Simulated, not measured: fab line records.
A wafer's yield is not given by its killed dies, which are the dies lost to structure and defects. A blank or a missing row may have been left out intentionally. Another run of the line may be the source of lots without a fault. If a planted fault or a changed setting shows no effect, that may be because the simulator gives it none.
fab line records -- flow sfq_line
[record] lots = 7, wafers = 20, last_day = 94
route steps=325 shown INCOMING@1 L0@3 L0V@16 M0@28 M8@325
lots that met no fault: from a run of the same line without faults
start_h: hours from the record's opening day to when the first of the lot's shown wafers began -- wait_h: hours since the lot's step before -- " same as the row above -- L1.1+2: a single row standing in for several wafers -- - no value, or no start given -- * or withheld: withheld -- < > ~ a bound
route shown NAME@n: NAME is a module with steps in the file, n the number in the route of the first one -- usual: mean and standard deviation over wafers with no fault -- same: alike in all rows -- chamber/n: place in a boat -- sites: the reading at each site -- _std_site: how widely they spread, as a standard deviation -- _edge_site: mean of outer sites minus mean of inner sites -- radius_mm: for every site, how far away it sits from the centre of the wafer -- mask NAME#n: copy n -- behind: the tool/chamber that last shaped the wafer -- hold: cause of the lot's hold/its duration in hours/its outcome -- device: the transistor (n, p or np) that didn't switch -- end of line: tests of these same wafers at the route's end -- a step without rows: its recipe alone -- killed: dies that structure and defects cost at the first sort, which is not the same as the wafer's yield -- map: dies across one wafer; x = killed, . = not, _ = none there
set.NAME: setting as actually run; set.NAME@STEP: the setting as run at that earlier step -- model.NAME: the simulator's own value behind a step, which no gauge read
lots seen at some steps along the route; tables by step, rows by wafer
services: a tool's chamber out of use, with start hour (start_h, from the record's first day; less than 0 if before it), hours out, and reason
[[steps]]
[step SFQ_INCOMING_BOW_MEAS_900]
[recipe] mode = bow
[usual] INCOMING_BOW = -1/6.2
lot.wafer,tool,chamber,start_h,wait_h,INCOMING_BOW[um]
L840.2,film_metro-02,-,15.02,-,-11
L840.3,film_metro-02,-,15.02,-,8
L840.5,film_metro-02,-,15.02,-,-10
L842.2,film_metro-04,-,25.02,-,1
L842.4,film_metro-04,-,25.02,-,4
L842.6,film_metro-04,-,25.02,-,-7
L849.4,film_metro-03,-,60.06,-,-8
L849.5,film_metro-03,-,60.06,-,-16
L849.6,film_metro-03,-,60.06,-,6
L850.5,film_metro-02,-,65.08,-,-3
L850.6,film_metro-02,-,65.08,-,1
L852.4,film_metro-03,-,75.06,-,-2
L852.5,film_metro-03,-,75.06,-,5
L852.6,film_metro-03,-,75.06,-,-6
L856.2,film_metro-02,-,95.02,-,-4
L856.3,film_metro-02,-,95.02,-,3
L856.6,film_metro-02,-,95.02,-,-4
L860.1,film_metro-03,-,115.00,-,-2
L860.5,film_metro-03,-,115.00,-,2
L860.6,film_metro-03,-,115.00,-,0
[step SFQ_TRILAYER_INCOMING_OXIDATION_002]
[recipe] temp_c = 1000, ambient = H2O, target_thk_a = 5000, p_h2o_torr = 720, ox_time_s = 4939
[step SFQ_TRILAYER_L0_DEP_SPUTTER_003]
[recipe] material = MoNx_KI, base_pressure_pa = 1.33e-06, target_thk_nm = 40, power_w = 800, time_s = 100, chamber_pressure_pa = 0.4
[usual] throttle_valve_pct = 30.6/1.1
lot.wafer,tool,chamber,start_h,wait_h,throttle_valve_pct,model.MoNx_KI_of_TRILAYER_L0_DEP_SPUTTER_003.thk_nm
L840.2,pvd_sputter-03,-,17.49,0.0,30.9,40.14
L840.3,pvd_sputter-03,-,17.49,0.0,29.8,40.16
L840.5,pvd_sputter-03,-,17.49,0.0,29.6,40.05
L842.2,pvd_sputter-05,-,27.49,0.0,31.4,40.05
L842.4,pvd_sputter-05,-,27.49,0.0,27.9,40.43
L842.6,pvd_sputter-05,-,27.49,0.0,30.8,40.2
L849.4,pvd_sputter-05,-,62.49,0.0,30.7,40.15
L849.5,pvd_sputter-05,-,62.49,0.0,31.4,35.05
L849.6,pvd_sputter-05,-,62.49,0.0,31.0,34.96
L850.5,pvd_sputter-05,-,67.53,0.0,31.2,34.91
L850.6,pvd_sputter-05,-,67.53,0.0,30.7,34.54
L852.4,pvd_sputter-05,-,77.49,0.0,31.5,40.45
L852.5,pvd_sputter-05,-,77.49,0.0,28.1,35.32
L852.6,pvd_sputter-05,-,77.49,0.0,31.2,35.35
L856.2,pvd_sputter-03,-,97.49,0.0,31.3,39.85
L856.3,pvd_sputter-03,-,97.49,0.0,30.0,40.84
L856.6,pvd_sputter-03,-,97.49,0.0,31.2,39.77
L860.1,pvd_sputter-06,-,117.49,0.0,32.8,39.54
L860.5,pvd_sputter-06,-,117.49,0.0,30.2,39.65
L860.6,pvd_sputter-06,-,117.49,0.0,30.4,39.32
[step SFQ_L0_RS_MEAS_901]
[recipe] thk_meas_gauge = four-point-probe, reads = MoNx_KI_of_TRILAYER_L0_DEP_SPUTTER_003
[usual] L0_MONX_KI_RS = 43.3/0.41
lot.wafer,tool,chamber,start_h,wait_h,hold,L0_MONX_KI_RS[ohm/sq]
L840.2,film_metro-02,-,17.58,0.1,-,43.3
L840.3,film_metro-02,-,17.58,0.1,-,43.3
L840.5,film_metro-02,-,17.58,0.1,-,43.3
L842.2,film_metro-02,-,27.58,0.1,-,43.5
L842.4,film_metro-02,-,27.58,0.1,-,43.0
L842.6,film_metro-02,-,27.58,0.1,-,43.3
L849.4,film_metro-01,-,62.62,0.1,await_dispo/0.2h/release,43.3
L849.5,film_metro-01,-,62.62,0.1,await_dispo/0.2h/release,49.6
L849.6,film_metro-01,-,62.62,0.1,await_dispo/0.2h/release,49.8
L849.4,film_metro-01,-,62.91,0.3,-,43.4
L849.5,film_metro-01,-,62.91,0.3,-,49.7
L849.6,film_metro-01,-,62.91,0.3,-,49.7
L850.5,film_metro-02,-,67.64,0.1,await_dispo/0.2h/release,49.8
L850.6,film_metro-02,-,67.64,0.1,await_dispo/0.2h/release,50.4
L850.5,film_metro-02,-,67.93,0.3,-,49.8
L850.6,film_metro-02,-,67.93,0.3,-,50.1
L852.4,film_metro-01,-,77.62,0.1,await_dispo/0.2h/release,43.1
L852.5,film_metro-01,-,77.62,0.1,await_dispo/0.2h/release,49.3
L852.6,film_metro-01,-,77.62,0.1,await_dispo/0.2h/release,49.3
L852.4,film_metro-01,-,77.91,0.3,-,43.0
L852.5,film_metro-01,-,77.91,0.3,-,49.2
L852.6,film_metro-01,-,77.91,0.3,-,49.1
L856.2,film_metro-03,-,97.58,0.1,-,43.6
L856.3,film_metro-03,-,97.58,0.1,-,42.6
L856.6,film_metro-03,-,97.58,0.1,-,43.5
L860.1,film_metro-02,-,117.56,0.0,-,43.9
L860.5,film_metro-02,-,117.56,0.0,-,43.8
L860.6,film_metro-02,-,117.56,0.0,-,44.2
[step SFQ_L0_THK_MEAS_902]
[recipe] thk_meas_gauge = xrf, reads = MoNx_KI_of_TRILAYER_L0_DEP_SPUTTER_003
[usual] L0_MONX_KI_THK = 40.3/0.48
lot.wafer,tool,chamber,start_h,wait_h,hold,L0_MONX_KI_THK[nm]
L840.2,film_metro-02,-,17.69,0.1,-,40.1
L840.3,film_metro-02,-,17.69,0.1,-,40.2
L840.5,film_metro-02,-,17.69,0.1,-,40.2
L842.2,film_metro-02,-,27.69,0.1,-,40.0
L842.4,film_metro-02,-,27.69,0.1,-,40.5
L842.6,film_metro-02,-,27.69,0.1,-,40.3
L849.4,film_metro-01,-,68.12,5.2,await_dispo/0.2h/release,40.4
L849.5,film_metro-01,-,68.12,5.2,await_dispo/0.2h/release,35.4
L849.6,film_metro-01,-,68.12,5.2,await_dispo/0.2h/release,35.3
L849.4,film_metro-01,-,68.35,0.2,-,40.3
L849.5,film_metro-01,-,68.35,0.2,-,35.4
L849.6,film_metro-01,-,68.35,0.2,-,34.9
L850.5,film_metro-02,-,69.56,1.6,await_dispo/0.2h/release,34.8
L850.6,film_metro-02,-,69.56,1.6,await_dispo/0.2h/release,34.5
L850.5,film_metro-02,-,69.78,0.2,-,35.1
L850.6,film_metro-02,-,69.78,0.2,-,34.5
L852.4,film_metro-01,-,80.22,2.3,await_dispo/0.2h/release,41.0
L852.5,film_metro-01,-,80.22,2.3,await_dispo/0.2h/release,35.9
L852.6,film_metro-01,-,80.22,2.3,await_dispo/0.2h/release,35.8
L852.4,film_metro-01,-,80.45,0.2,-,41.0
L852.5,film_metro-01,-,80.45,0.2,-,35.5
L852.6,film_metro-01,-,80.45,0.2,-,35.5
L856.2,film_metro-03,-,97.69,0.1,-,40.2
L856.3,film_metro-03,-,97.69,0.1,-,41.1
L856.6,film_metro-03,-,97.69,0.1,-,40.1
L860.1,film_metro-02,-,117.68,0.1,-,39.6
L860.5,film_metro-02,-,117.68,0.1,-,39.5
L860.6,film_metro-02,-,117.68,0.1,-,39.4
[step SFQ_TRILAYER_L0_LITHO_COAT_005]
[recipe] resist = KrF, spin_rpm = 3000, resist_thk_nm = 600
[step SFQ_TRILAYER_L0_LITHO_SOFTBAKE_009]
[recipe] temp_c = withheld, time_s = withheld, resist = KrF
[step SFQ_TRILAYER_L0_LITHO_EXPOSE_006]
[recipe] mask_id = L0, na = 0.6, source_shape = conventional, sigma_outer = 0.65, target_cd_nm = 2000, dose_mj = 14.4
[step SFQ_TRILAYER_L0_LITHO_PEB_008]
[recipe] peb_temp_c = 115, peb_time_s = 60, resist = KrF
[step SFQ_TRILAYER_L0_LITHO_DEVELOP_007]
[recipe] time_s = 60, resist = KrF
[step SFQ_TRILAYER_L0_BARC_OPEN_METAL_ETCH_010]
[recipe] mask_material = PR, chemistry = O2, target_depth_nm = 125, target = BARC, icp_w = 600, bias_w = 80, pressure_mtorr = 10, time_s = 41.7
[usual] drypump_motor_current_A = 5.7/0.44, oes_product_au = 0.685/0.0052
lot.wafer,tool,chamber,start_h,wait_h,drypump_motor_current_A,oes_product_au,rf_hours_counter_h
L840.2,rie_metal-01,0,80.53,0.1,5.4,0.688,7
L840.3,rie_metal-01,0,80.53,0.1,5.4,0.678,-
L840.5,rie_metal-01,1,80.53,0.1,5.4,0.682,-
L842.2,rie_metal-03,1,98.20,0.1,5.8,0.687,-
L842.4,rie_metal-03,1,98.20,0.1,5.8,0.685,-
L842.6,rie_metal-03,1,98.20,0.1,5.8,0.686,-
L849.4,rie_metal-02,1,139.00,0.1,6.5,0.684,-
L849.5,rie_metal-02,0,139.00,0.1,5.3,0.688,-
L849.6,rie_metal-02,1,139.00,0.1,6.4,0.676,-
L850.5,rie_metal-01,0,146.22,0.1,5.4,0.686,-
L850.6,rie_metal-01,1,146.22,0.1,5.4,0.683,-
L852.4,rie_metal-03,1,157.04,0.1,5.8,0.677,-
L852.5,rie_metal-03,1,157.04,0.1,5.8,0.673,-
L852.6,rie_metal-03,1,157.04,0.1,5.8,0.683,-
L856.2,rie_metal-03,1,183.38,0.1,5.8,0.678,165
L856.3,rie_metal-03,0,183.38,0.1,5.5,0.683,-
L856.6,rie_metal-03,1,183.38,0.1,5.8,0.691,-
L860.1,rie_metal-02,1,216.26,0.1,6.4,0.682,162
L860.5,rie_metal-02,1,216.26,0.1,6.4,0.683,-
L860.6,rie_metal-02,0,216.26,0.1,5.3,0.676,-
[step SFQ_TRILAYER_L0_ETCH_METAL_ETCH_008]
[recipe] target = MoNx_KI, stop_on = SiO2, mask_material = PR, chemistry = SF6/O2, target_depth_nm = 50, icp_w = 600, bias_w = 80, pressure_mtorr = 10, time_s = 25
[usual] drypump_motor_current_A = 5.7/0.43, oes_product_au = 0.875/0.0064
lot.wafer,tool,chamber,start_h,wait_h,drypump_motor_current_A,oes_product_au,rf_hours_counter_h
L840.2,rie_metal-01,0,80.59,0.0,5.3,0.877,7
L840.3,rie_metal-01,0,80.59,0.0,5.4,0.870,-
L840.5,rie_metal-01,1,80.59,0.0,5.4,0.874,-
L842.2,rie_metal-03,1,98.32,0.1,5.8,0.870,-
L842.4,rie_metal-03,1,98.32,0.1,5.8,0.886,-
L842.6,rie_metal-03,1,98.32,0.1,5.8,0.879,-
L849.4,rie_metal-02,1,139.06,0.0,6.4,0.877,-
L849.5,rie_metal-02,0,139.06,0.0,5.3,0.812,-
L849.6,rie_metal-02,1,139.06,0.0,6.4,0.807,-
L850.5,rie_metal-01,0,146.27,0.0,5.4,0.812,-
L850.6,rie_metal-01,1,146.27,0.0,5.4,0.815,-
L852.4,rie_metal-03,1,157.15,0.1,5.8,0.879,-
L852.5,rie_metal-03,1,157.15,0.1,5.7,0.819,-
L852.6,rie_metal-03,1,157.15,0.1,5.8,0.817,-
L856.2,rie_metal-03,1,183.44,0.0,5.8,0.871,165
L856.3,rie_metal-03,0,183.44,0.0,5.5,0.880,-
L856.6,rie_metal-03,1,183.44,0.0,5.8,0.872,-
L860.1,rie_metal-02,1,216.31,0.0,6.5,0.874,162
L860.5,rie_metal-02,1,216.31,0.0,6.5,0.867,-
L860.6,rie_metal-02,0,216.31,0.0,5.3,0.865,-
[step SFQ_TRILAYER_L0_STRIP_STRIP_009]
[recipe] gas = O2, power_w = 200, platen_temp_c = 40, overash_fraction = 0.65, chemistry = O2, pressure_mtorr = 50
[usual] drypump_motor_current_A = 5.7/0.44, oes_product_au = 1.004/0.0097
lot.wafer,tool,chamber,start_h,wait_h,drypump_motor_current_A,oes_product_au,rf_hours_counter_h
L840.2,rie_metal-01,0,80.64,0.0,5.4,0.993,7
L840.3,rie_metal-01,0,80.64,0.0,5.4,0.985,-
L840.5,rie_metal-01,1,80.64,0.0,5.4,1.006,-
L842.2,rie_metal-03,1,98.59,0.3,5.8,1.003,-
L842.4,rie_metal-03,1,98.59,0.3,5.8,1.018,-
L842.6,rie_metal-03,1,98.59,0.3,5.8,1.014,-
L849.4,rie_metal-02,1,139.29,0.2,6.5,1.003,-
L849.5,rie_metal-02,0,139.29,0.2,5.3,0.996,-
L849.6,rie_metal-02,1,139.29,0.2,6.5,1.006,-
L850.5,rie_metal-01,0,146.69,0.4,5.3,1.002,-
L850.6,rie_metal-01,1,146.69,0.4,5.4,1.012,-
L852.4,rie_metal-03,1,157.79,0.6,5.8,0.998,-
L852.5,rie_metal-03,1,157.79,0.6,5.8,0.988,-
L852.6,rie_metal-03,1,157.79,0.6,5.8,0.989,-
L856.2,rie_metal-03,1,183.49,0.0,5.8,0.998,166
L856.3,rie_metal-03,0,183.49,0.0,5.5,1.003,-
L856.6,rie_metal-03,1,183.49,0.0,5.7,0.993,-
L860.1,rie_metal-02,1,216.36,0.0,6.4,1.011,162
L860.5,rie_metal-02,1,216.36,0.0,6.4,1.019,-
L860.6,rie_metal-02,0,216.36,0.0,5.3,0.997,-
[step SFQ_TRILAYER_L0_STRIP_SOLV_CLEAN_010]
[recipe] chemistry = NMP, temp_c = 70, time_s = 600
[step SFQ_TRILAYER_L0_CAP_PECVD_011]
[recipe] material = SiO2, temp_c = 150, time_s = 13.333, pressure_torr = 2.4, rf_w = 183.3, precursor = SiH4/N2O, target_thk_nm = 60
[usual] heater_power_w = 91/11, throttle_valve_pct = 25.1/0.95
lot.wafer,tool,chamber,start_h,wait_h,heater_power_w,throttle_valve_pct
L840.2,pecvd-03,2,81.41,0.0,71,24.4
L840.3,pecvd-03,1,81.41,0.0,90,23.6
L840.5,pecvd-03,1,81.41,0.0,88,23.5
L842.2,pecvd-04,2,99.77,0.0,87,24.3
L842.4,pecvd-04,2,99.77,0.0,87,24.8
L842.6,pecvd-04,0,99.77,0.0,94,24.1
L849.4,pecvd-02,2,139.87,0.0,100,26.5
L849.5,pecvd-02,1,139.87,0.0,102,25.8
L849.6,pecvd-02,0,139.87,0.0,84,26.1
L850.5,pecvd-04,1,147.07,0.0,81,24.8
L850.6,pecvd-04,0,147.07,0.0,95,23.9
L852.4,pecvd-02,1,158.58,0.0,108,25.6
L852.5,pecvd-02,0,158.58,0.0,86,26.1
L852.6,pecvd-02,2,158.58,0.0,108,26.8
L856.2,pecvd-02,1,184.26,0.0,93,25.3
L856.3,pecvd-02,0,184.26,0.0,84,26.1
L856.6,pecvd-02,0,184.26,0.0,83,25.9
L860.1,pecvd-04,0,217.14,0.0,99,24.1
L860.5,pecvd-04,2,217.14,0.0,83,25.0
L860.6,pecvd-04,0,217.14,0.0,98,24.1
[step SFQ_TRILAYER_L0_VIA_LITHO_COAT_018]
[recipe] resist = BARC, spin_rpm = 3000, resist_thk_nm = 62
[step SFQ_TRILAYER_L0_VIA_LITHO_COAT_013]
[recipe] resist = KrF, spin_rpm = 3000, resist_thk_nm = 650
[step SFQ_TRILAYER_L0_VIA_LITHO_SOFTBAKE_017]
[recipe] temp_c = withheld, time_s = withheld, resist = KrF
[step SFQ_TRILAYER_L0_VIA_LITHO_EXPOSE_014]
[recipe] mask_id = L0V, na = 0.6, source_shape = conventional, sigma_outer = 0.65, target_cd_nm = 700, dose_mj = 21.3
[step SFQ_TRILAYER_L0_VIA_LITHO_PEB_016]
[recipe] peb_temp_c = 115, peb_time_s = 60, resist = KrF
[step SFQ_TRILAYER_L0_VIA_LITHO_DEVELOP_015]
[recipe] time_s = 60, resist = KrF
[step SFQ_L0V_OVL_MEAS_903]
[usual] L0V_OVL = 1/5.3
lot.wafer,tool,chamber,start_h,wait_h,L0V_OVL[nm]
L840.2,overlay-02,-,159.39,0.1,6
L840.3,overlay-02,-,159.39,0.1,0
L840.5,overlay-02,-,159.39,0.1,-2
L842.2,overlay-01,-,186.99,0.1,-6
L842.4,overlay-01,-,186.99,0.1,-2
L842.6,overlay-01,-,186.99,0.1,-2
L849.4,overlay-02,-,241.47,0.1,1
L849.5,overlay-02,-,241.47,0.1,5
L849.6,overlay-02,-,241.47,0.1,-1
L850.5,overlay-01,-,248.68,0.0,-7
L850.6,overlay-01,-,248.68,0.0,-9
L852.4,overlay-01,-,261.87,0.1,3
L852.5,overlay-01,-,261.87,0.1,9
L852.6,overlay-01,-,261.87,0.1,2
L856.2,overlay-02,-,282.26,0.1,3
L856.3,overlay-02,-,282.26,0.1,0
L856.6,overlay-02,-,282.26,0.1,3
L860.1,overlay-01,-,325.58,0.1,11
L860.5,overlay-01,-,325.58,0.1,10
L860.6,overlay-01,-,325.58,0.1,8
[step SFQ_TRILAYER_L0_VIA_BARC_OPEN_VIA_ETCH_021]
[recipe] mask_material = PR, chemistry = O2, target_depth_nm = 125, target = BARC, source_w = 500, bias_w = 80, pressure_mtorr = 30, time_s = 41.7
[usual] drypump_motor_current_A = 5.4/0.44, oes_product_au = 0.685/0.0048
lot.wafer,tool,chamber,start_h,wait_h,drypump_motor_current_A,oes_product_au,rf_hours_counter_h
L840.2,rie_diel-04,0,159.42,0.0,5.0,0.690,61
L840.3,rie_diel-04,1,159.42,0.0,5.9,0.688,4
L840.5,rie_diel-04,0,159.42,0.0,5.0,0.695,-
L842.2,rie_diel-01,1,187.02,0.0,5.3,0.694,100
L842.4,rie_diel-01,0,187.02,0.0,5.6,0.682,69
L842.6,rie_diel-01,3,187.02,0.0,5.6,0.679,-
L849.4,rie_diel-01,1,241.49,0.0,5.3,0.685,100
L849.5,rie_diel-01,2,241.49,0.0,6.3,0.683,-
L849.6,rie_diel-01,3,241.49,0.0,5.6,0.683,-
L850.5,rie_diel-01,2,248.71,0.0,6.3,0.681,-
L850.6,rie_diel-01,1,248.71,0.0,5.3,0.683,-
L852.4,rie_diel-02,3,261.89,0.0,4.9,0.683,3
L852.5,rie_diel-02,1,261.89,0.0,4.9,0.682,-
L852.6,rie_diel-02,2,261.89,0.0,5.0,0.681,-
L856.2,rie_diel-01,0,282.29,0.0,5.7,0.674,70
L856.3,rie_diel-01,1,282.29,0.0,5.3,0.685,101
L856.6,rie_diel-01,1,282.29,0.0,5.3,0.686,-
L860.1,rie_diel-02,1,325.62,0.0,4.9,0.687,1
L860.5,rie_diel-02,0,325.62,0.0,5.6,0.693,-
L860.6,rie_diel-02,1,325.62,0.0,4.9,0.688,-
[step SFQ_TRILAYER_L0_VIA_ETCH_VIA_ETCH_016]
[recipe] target = SiO2, stop_on = MoNx_KI, mask_material = PR, chemistry = CHF3, target_depth_nm = 80, source_w = 500, bias_w = 80, pressure_mtorr = 30, time_s = withheld
[usual] drypump_motor_current_A = 5.4/0.44, oes_product_au = 0.843/0.008
lot.wafer,tool,chamber,start_h,wait_h,drypump_motor_current_A,oes_product_au
L840.2,rie_diel-04,0,159.46,0.0,5.0,0.826
L840.3,rie_diel-04,1,159.46,0.0,5.9,0.847
L840.5,rie_diel-04,0,159.46,0.0,5.0,0.844
L842.2,rie_diel-01,1,187.06,0.0,5.3,0.831
L842.4,rie_diel-01,0,187.06,0.0,5.7,0.845
L842.6,rie_diel-01,3,187.06,0.0,5.6,0.852
L849.4,rie_diel-01,1,241.53,0.0,5.4,0.842
L849.5,rie_diel-01,2,241.53,0.0,6.3,0.834
L849.6,rie_diel-01,3,241.53,0.0,5.6,0.855
L850.5,rie_diel-01,2,248.75,0.0,6.3,0.843
L850.6,rie_diel-01,1,248.75,0.0,5.3,0.849
L852.4,rie_diel-02,3,261.93,0.0,4.9,0.839
L852.5,rie_diel-02,1,261.93,0.0,4.9,0.844
L852.6,rie_diel-02,2,261.93,0.0,5.0,0.844
L856.2,rie_diel-01,0,282.33,0.0,5.6,0.841
L856.3,rie_diel-01,1,282.33,0.0,5.3,0.844
L856.6,rie_diel-01,1,282.33,0.0,5.3,0.854
L860.1,rie_diel-02,1,325.66,0.0,4.9,0.847
L860.5,rie_diel-02,0,325.66,0.0,5.6,0.854
L860.6,rie_diel-02,1,325.66,0.0,4.9,0.854
[step SFQ_TRILAYER_L0_VIA_STRIP_STRIP_017]
[recipe] gas = O2, power_w = 200, platen_temp_c = 40, overash_fraction = 0.65, chemistry = O2, pressure_mtorr = 50
[step SFQ_TRILAYER_L0_VIA_STRIP_SOLV_CLEAN_018]
[recipe] chemistry = NMP, temp_c = 70, time_s = 600
[step SFQ_TRILAYER_M0_DEP_PRE_CLEAN_020]
[recipe] gas = Ar, time_s = 15, bias_v = 250
[step SFQ_TRILAYER_M0_DEP_SPUTTER_019]
[recipe] material = Nb, base_pressure_pa = 1.33e-06, chamber_pressure_pa = 0.1333, substrate_temp_c = 20, resputter_cathode_voltage_v = 400, target_thk_nm = 200, power_w = 2000, time_s = 133.3
[step SFQ_M0_RS_MEAS_904]
[recipe] thk_meas_gauge = four-point-probe, reads = Nb_of_TRILAYER_M0_DEP_SPUTTER_019
[usual] M0_NB_RS = 0.892/0.0097
lot.wafer,tool,chamber,start_h,wait_h,M0_NB_RS[ohm/sq]
L840.2,film_metro-01,-,160.42,0.1,0.889
L840.3,film_metro-01,-,160.42,0.1,0.894
L840.5,film_metro-01,-,160.42,0.1,0.890
L842.2,film_metro-04,-,188.02,0.1,0.892
L842.4,film_metro-04,-,188.02,0.1,0.902
L842.6,film_metro-04,-,188.02,0.1,0.898
L849.4,film_metro-03,-,242.53,0.1,0.885
L849.5,film_metro-03,-,242.53,0.1,0.884
L849.6,film_metro-03,-,242.53,0.1,0.891
L850.5,film_metro-03,-,249.75,0.1,0.902
L850.6,film_metro-03,-,249.75,0.1,0.895
L852.4,film_metro-03,-,262.93,0.1,0.886
L852.5,film_metro-03,-,262.93,0.1,0.886
L852.6,film_metro-03,-,262.93,0.1,0.891
L856.2,film_metro-04,-,283.29,0.1,0.901
L856.3,film_metro-04,-,283.29,0.1,0.893
L856.6,film_metro-04,-,283.29,0.1,0.902
L860.1,film_metro-01,-,326.59,0.0,0.894
L860.5,film_metro-01,-,326.59,0.0,0.882
L860.6,film_metro-01,-,326.59,0.0,0.887
[step SFQ_TRILAYER_M0_LITHO_COAT_026]
[recipe] resist = BARC, spin_rpm = 3000, resist_thk_nm = 62
[step SFQ_M8_BOW_MEAS_951]
[recipe] mode = bow
[usual] M8_BOW = 8/9.7
lot.wafer,tool,chamber,start_h,wait_h,M8_BOW[um],model.etest.l0v.link_ohm,model.etest.l0.ohm_sq,model.etest.l0.ohm_um
L840.2,film_metro-04,-,1881.85,0.0,-10,44.26,43.34,21.65
L840.3,film_metro-04,-,1881.85,0.0,10,44.24,43.31,21.65
L840.5,film_metro-04,-,1881.85,0.0,-8,44.36,43.44,21.72
L842.2,film_metro-04,-,1892.78,0.0,6,44.36,43.44,21.73
L842.4,film_metro-04,-,1892.78,0.0,11,43.96,43.03,21.53
L842.6,film_metro-04,-,1892.78,0.0,0,44.21,43.28,21.66
L849.4,film_metro-04,-,2146.95,0.1,4,44.24,43.33,21.65
L849.5,film_metro-04,-,2146.95,0.1,-2,50.55,49.64,24.81
L849.6,film_metro-04,-,2146.95,0.1,19,50.69,49.77,24.89
L850.5,film_metro-02,-,2149.47,0.1,13,50.77,49.84,24.92
L850.6,film_metro-02,-,2149.47,0.1,16,51.29,50.36,25.15
L852.4,film_metro-04,-,2167.50,0.1,-1,43.93,43.01,21.51
L852.5,film_metro-04,-,2167.50,0.1,6,50.16,49.25,24.63
L852.6,film_metro-04,-,2167.50,0.1,-4,50.13,49.21,24.62
L856.2,film_metro-02,-,2178.90,0.0,-1,44.58,43.65,21.81
L856.3,film_metro-02,-,2178.90,0.0,8,43.52,42.6,21.26
L856.6,film_metro-02,-,2178.90,0.0,0,44.67,43.74,21.85
L860.1,film_metro-01,-,2258.84,0.0,10,44.92,44,21.97
L860.5,film_metro-01,-,2258.84,0.0,11,44.78,43.87,21.91
L860.6,film_metro-01,-,2258.84,0.0,11,45.16,44.24,22.1
[[services]]
tool,chamber,start_h,hours,kind
rie_diel-02,-,-2.28,0.1,repair
rie_metal-01,-,13.64,1.4,pm
rie_metal-02,-,23.31,2.8,pm
pvd_sputter-05,-,25.61,1.8,repair
pvd_sputter-05,-,30.42,9.4,repair
rie_diel-02,2,35.03,7.1,repair
rie_diel-01,3,38.95,7.7,repair
rie_metal-03,-,66.95,0.1,repair
rie_metal-02,-,84.81,14.6,pm
rie_metal-03,0,95.85,11.9,repair
rie_metal-03,-,112.99,4.0,pm
pecvd-02,-,117.03,0.5,repair
pecvd-02,-,124.04,6.0,pm
rie_metal-03,0,146.80,10.5,repair
rie_metal-01,0,158.90,4.6,repair
pvd_sputter-05,-,164.07,10.1,repair
rie_diel-02,3,171.71,8.9,repair
rie_diel-01,-,196.48,1.1,repair
rie_metal-02,-,203.10,0.6,repair
rie_diel-01,0,216.44,7.0,repair
rie_metal-02,-,245.08,0.7,repair
rie_diel-01,3,246.73,3.2,repair
rie_diel-01,1,270.29,2.8,repair
rie_metal-01,-,323.76,1.2,repair
[[key]]
[first_sign] step = SFQ_L0_RS_MEAS_901, reading = visit, direction = added
[effect] step = SFQ_L0_RS_MEAS_901, reading = L0_MONX_KI_RS, direction = up, sigmas = 16, usual = 43.3, struck = 49.7
[effect] step = SFQ_L0_THK_MEAS_902, reading = visit, direction = added
[effect] step = SFQ_L0_THK_MEAS_902, reading = L0_MONX_KI_THK, direction = down, sigmas = 11, usual = 40.3, struck = 35.3
[effect] step = SFQ_TRILAYER_L0_ETCH_METAL_ETCH_008, reading = oes_product_au, direction = down, sigmas = 9.6, usual = 0.875, struck = 0.814
[model_effect] step = SFQ_TRILAYER_L0_DEP_SPUTTER_003, value = MoNx_KI_of_TRILAYER_L0_DEP_SPUTTER_003.thk_nm, without = 40.29, struck = 35.02
[model_effect] step = SFQ_M8_BOW_MEAS_951, value = etest.l0v.link_ohm, without = 44.1, struck = 50.6
met_at SFQ_TRILAYER_L0_DEP_SPUTTER_003
struck_wafers L849.5,L849.6,L850.5,L850.6,L852.5,L852.6
onset_between 27.49 62.49
[fault] kind = process_parameter_drift, tool = pvd_sputter-05, chamber = -, onset_h = 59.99, steps = SFQ_TRILAYER_L0_DEP_SPUTTER_003, channel = time_s, offset = *, shape = step, end_h = 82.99, scope = struck_wafers_only, acts_in = *, stated = *
